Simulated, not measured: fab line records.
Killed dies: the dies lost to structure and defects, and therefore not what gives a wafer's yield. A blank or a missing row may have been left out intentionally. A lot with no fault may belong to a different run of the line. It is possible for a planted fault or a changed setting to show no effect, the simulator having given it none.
Which tool was responsible? / flow gf180mcu / 39 wafers from 13 lots sampled at 5 of the route's 602 steps

WHAT EACH GAUGE READ, for each wafer
GF_HV_LDD_TW_MEAS_23.
lot=L315; measured=day 10 17:38; on=film-metro-02; HV_LDD_2_TW=1054 1058 1055
lot=L316; measured=day 11 02:10; on=film-metro-02; HV_LDD_2_TW=1057 1049 1056
lot=L317; measured=day 11 10:49; on=film-metro-03; HV_LDD_2_TW=1033 1045 1035
lot=L319; measured=day 12 01:28; on=film-metro-04; HV_LDD_2_TW=1060 1064 1057
lot=L323; measured=day 13 10:55; on=film-metro-03; HV_LDD_2_TW=1044 1043 1047
lot=L324; measured=day 13 14:14; on=film-metro-02; HV_LDD_2_TW=1048 1052 1061
lot=L329; measured=day 15 01:04; on=film-metro-02; HV_LDD_2_TW=1047 1056 1048
lot=L331; measured=day 15 22:26; on=film-metro-02; HV_LDD_2_TW=1049 1060 1054
lot=L334; measured=day 16 18:49; on=film-metro-02; HV_LDD_2_TW=1061 1062 1059
lot=L335; measured=day 17 02:04; on=film-metro-04; HV_LDD_2_TW=1061 1062 1057
lot=L336; measured=day 17 10:13; on=film-metro-04; HV_LDD_2_TW=1070 1065 1060
lot=L337; measured=day 17 21:03; on=film-metro-03; HV_LDD_2_TW=1034 1036 1037
lot=L338; measured=day 17 23:16; on=film-metro-02; HV_LDD_2_TW=1049 1043 1051

GF_HV_LDD_TW_MEAS_50.
lot=L315; measured=day 12 08:44; on=film-metro-03; HV_LDD_4_TW=562 560 562
lot=L316; measured=day 12 17:49; on=film-metro-03; HV_LDD_4_TW=564 563 565
lot=L317; measured=day 13 01:10; on=film-metro-04; HV_LDD_4_TW=567 571 568
lot=L319; measured=day 13 19:05; on=film-metro-03; HV_LDD_4_TW=565 567 563
lot=L323; measured=day 15 06:01; on=film-metro-03; HV_LDD_4_TW=559 555 562
lot=L324; measured=day 15 09:29; on=film-metro-03; HV_LDD_4_TW=553 558 559
lot=L329; measured=day 16 22:13; on=film-metro-04; HV_LDD_4_TW=565 566 567
lot=L331; measured=day 17 22:01; on=film-metro-04; HV_LDD_4_TW=571 572 571
lot=L334; measured=day 18 18:55; on=film-metro-03; HV_LDD_4_TW=561 560 559
lot=L335; measured=day 19 01:37; on=film-metro-02; HV_LDD_4_TW=573 575 574
lot=L336; measured=day 19 10:40; on=film-metro-04; HV_LDD_4_TW=571 575 573
lot=L337; measured=day 19 21:54; on=film-metro-04; HV_LDD_4_TW=567 571 571
lot=L338; measured=day 20 01:25; on=film-metro-03; HV_LDD_4_TW=563 562 564

GF_HV_LDD_RS_MEAS_53: the measuring method here is four-point-probe.
lot=L315; measured=day 12 08:56; on=film-metro-04; HV_LDD_RS (ohm/sq)=418.5 417.5 418.7
lot=L316; measured=day 12 18:00; on=film-metro-04; HV_LDD_RS (ohm/sq)=419.5 418.7 420.8
lot=L317; measured=day 13 01:20; on=film-metro-02; HV_LDD_RS (ohm/sq)=417.1 417.5 418.1
lot=L319; measured=day 13 19:17; on=film-metro-03; HV_LDD_RS (ohm/sq)=419.4 419.3 418.1
lot=L323; measured=day 15 06:12; on=film-metro-04; HV_LDD_RS (ohm/sq)=419.1 418.6 418.2
lot=L324; measured=day 15 09:41; on=film-metro-04; HV_LDD_RS (ohm/sq)=422.8 424.3 422.7
lot=L329; measured=day 16 22:27; on=film-metro-04; HV_LDD_RS (ohm/sq)=423.4 421.6 423.9
lot=L331; measured=day 17 22:13; on=film-metro-02; HV_LDD_RS (ohm/sq)=416.2 415.9 416.6
lot=L334; measured=day 18 19:05; on=film-metro-04; HV_LDD_RS (ohm/sq)=419.8 418.1 420.3
lot=L335; measured=day 19 01:49; on=film-metro-03; HV_LDD_RS (ohm/sq)=419.5 419.2 420.3
lot=L336; measured=day 19 10:50; on=film-metro-03; HV_LDD_RS (ohm/sq)=418.7 417.6 417.8
lot=L337; measured=day 19 22:07; on=film-metro-03; HV_LDD_RS (ohm/sq)=419.5 420.9 421.3
lot=L338; measured=day 20 01:37; on=film-metro-02; HV_LDD_RS (ohm/sq)=419.0 419.1 419.9

WHAT TOOL EACH LOT RAN ON (gives the tool, then ch and the chambers of the sampled wafers, and finally the start)
lot=L315; GF_HV_LDD_IMPLANT_33=implanter-04 ch 0, day 11 12:07; GF_HV_LDD_STRIP_49=plasma-asher-02 ch 0,1, day 12 08:39
lot=L316; GF_HV_LDD_IMPLANT_33=implanter-03 ch 0, day 11 21:13; GF_HV_LDD_STRIP_49=plasma-asher-04 ch 0,1, day 12 17:43
lot=L317; GF_HV_LDD_IMPLANT_33=implanter-01 ch 0, day 12 04:46; GF_HV_LDD_STRIP_49=plasma-asher-02 ch 0,1, day 13 01:04
lot=L319; GF_HV_LDD_IMPLANT_33=implanter-01 ch 0, day 12 21:05; GF_HV_LDD_STRIP_49=plasma-asher-04 ch 0,1, day 13 18:59
lot=L323; GF_HV_LDD_IMPLANT_33=implanter-01 ch 0, day 14 07:34; GF_HV_LDD_STRIP_49=plasma-asher-01 ch 0,1, day 15 05:55
lot=L324; GF_HV_LDD_IMPLANT_33=implanter-01 ch 0, day 14 11:25; GF_HV_LDD_STRIP_49=plasma-asher-02 ch 0,1, day 15 09:24
lot=L329; GF_HV_LDD_IMPLANT_33=implanter-01 ch 0, day 15 22:28; GF_HV_LDD_STRIP_49=plasma-asher-02 ch 0,1, day 16 22:07
lot=L331; GF_HV_LDD_IMPLANT_33=implanter-03 ch 0, day 16 21:05; GF_HV_LDD_STRIP_49=plasma-asher-04 ch 0,1, day 17 21:55
lot=L334; GF_HV_LDD_IMPLANT_33=implanter-03 ch 0, day 17 18:13; GF_HV_LDD_STRIP_49=plasma-asher-01 ch 0,1, day 18 18:49
lot=L335; GF_HV_LDD_IMPLANT_33=implanter-01 ch 0, day 18 00:59; GF_HV_LDD_STRIP_49=plasma-asher-04 ch 0,1, day 19 01:31
lot=L336; GF_HV_LDD_IMPLANT_33=implanter-03 ch 0, day 18 09:37; GF_HV_LDD_STRIP_49=plasma-asher-02 ch 0,1, day 19 10:34
lot=L337; GF_HV_LDD_IMPLANT_33=implanter-03 ch 0, day 18 20:56; GF_HV_LDD_STRIP_49=plasma-asher-04 ch 0,1, day 19 21:48
lot=L338; GF_HV_LDD_IMPLANT_33=implanter-01 ch 0, day 18 23:44; GF_HV_LDD_STRIP_49=plasma-asher-04 ch 0,1, day 20 01:19
- GF_HV_LDD_IMPLANT_33
- GF_HV_LDD_STRIP_49: strips in O2/N2.

AS READ BY THE TOOLS THEMSELVES (means over the sampled wafers that have a number; for cases with no such wafer, the mark the record gives instead)
GF_HV_LDD_IMPLANT_33.
lot=L315 tool=implanter-04 beam-energy-keV=59.995 dose-ions-cm2=7.5e+12
lot=L316 tool=implanter-03 beam-energy-keV=60.007 dose-ions-cm2=7.5e+12
lot=L317 tool=implanter-01 beam-energy-keV=59.976 dose-ions-cm2=7.5e+12
lot=L319 tool=implanter-01 beam-energy-keV=60.007 dose-ions-cm2=7.5e+12
lot=L323 tool=implanter-01 beam-energy-keV=59.981 dose-ions-cm2=7.5e+12
lot=L324 tool=implanter-01 beam-energy-keV=59.964 dose-ions-cm2=7.5e+12
lot=L329 tool=implanter-01 beam-energy-keV=60.031 dose-ions-cm2=7.5e+12
lot=L331 tool=implanter-03 beam-energy-keV=60.005 dose-ions-cm2=7.5e+12
lot=L334 tool=implanter-03 beam-energy-keV=59.987 dose-ions-cm2=7.5e+12
lot=L335 tool=implanter-01 beam-energy-keV=59.984 dose-ions-cm2=7.5e+12
lot=L336 tool=implanter-03 beam-energy-keV=60.011 dose-ions-cm2=7.5e+12
lot=L337 tool=implanter-03 beam-energy-keV=59.989 dose-ions-cm2=7.5e+12
lot=L338 tool=implanter-01 beam-energy-keV=59.999 dose-ions-cm2=7.5e+12

GF_HV_LDD_STRIP_49.
lot=L315; tool=plasma-asher-02; drypump-motor-current-A (A)=5.73; heater-power-w (W)=320; oes-product-au (a.u.)=0.715; strip-time-to-endpoint-s (s)=12.630
lot=L316; tool=plasma-asher-04; drypump-motor-current-A (A)=5.34; heater-power-w (W)=325; oes-product-au (a.u.)=0.714; strip-time-to-endpoint-s (s)=12.630
lot=L317; tool=plasma-asher-02; drypump-motor-current-A (A)=5.65; heater-power-w (W)=317; oes-product-au (a.u.)=0.717; strip-time-to-endpoint-s (s)=12.631
lot=L319; tool=plasma-asher-04; drypump-motor-current-A (A)=5.45; heater-power-w (W)=330; oes-product-au (a.u.)=0.711; strip-time-to-endpoint-s (s)=12.577
lot=L323; tool=plasma-asher-01; drypump-motor-current-A (A)=5.43; heater-power-w (W)=316; oes-product-au (a.u.)=0.715; strip-time-to-endpoint-s (s)=12.625
lot=L324; tool=plasma-asher-02; drypump-motor-current-A (A)=5.65; heater-power-w (W)=319; oes-product-au (a.u.)=0.717; strip-time-to-endpoint-s (s)=12.626
lot=L329; tool=plasma-asher-02; drypump-motor-current-A (A)=5.63; heater-power-w (W)=323; oes-product-au (a.u.)=0.722; strip-time-to-endpoint-s (s)=12.663
lot=L331; tool=plasma-asher-04; drypump-motor-current-A (A)=5.47; heater-power-w (W)=334; oes-product-au (a.u.)=0.717; strip-time-to-endpoint-s (s)=12.631
lot=L334; tool=plasma-asher-01; drypump-motor-current-A (A)=5.39; heater-power-w (W)=320; oes-product-au (a.u.)=0.719; strip-time-to-endpoint-s (s)=12.577
lot=L335; tool=plasma-asher-04; drypump-motor-current-A (A)=5.46; heater-power-w (W)=336; oes-product-au (a.u.)=0.714; strip-time-to-endpoint-s (s)=12.636
lot=L336; tool=plasma-asher-02; drypump-motor-current-A (A)=5.65; heater-power-w (W)=314; oes-product-au (a.u.)=0.714; strip-time-to-endpoint-s (s)=12.651
lot=L337; tool=plasma-asher-04; drypump-motor-current-A (A)=5.35; heater-power-w (W)=331; oes-product-au (a.u.)=0.714; strip-time-to-endpoint-s (s)=12.601
lot=L338; tool=plasma-asher-04; drypump-motor-current-A (A)=5.34; heater-power-w (W)=333; oes-product-au (a.u.)=0.717; strip-time-to-endpoint-s (s)=12.613

THE ANSWER, worked out from the rows above alone
Rule: the lots themselves supply what counts as usual. Put in order of their means at a reading, lots are off if they are a third of the lots or fewer, leave a main group of 4 or more, and stand apart from it by a gap of 3 or more times the standard deviation of the main group's means; of several such gaps the widest counts. A main group whose means are all the same, to the digits that the tables above print for the reading, isn't used. A lot without any number at a reading at which 4 lots or more have one is off too. Any other lot the step has rows for is counted as sound. Order of review: gauges by route order, followed by the tools' own readings, for which a lot's mean as printed above is used. At the first step where some lot is off, the reading lying furthest off is the one used; lots without a number count as furthest.
Nothing can be told from this: no lot is off at any reading shown.

WHAT THE SIMULATOR HAD INSERTED
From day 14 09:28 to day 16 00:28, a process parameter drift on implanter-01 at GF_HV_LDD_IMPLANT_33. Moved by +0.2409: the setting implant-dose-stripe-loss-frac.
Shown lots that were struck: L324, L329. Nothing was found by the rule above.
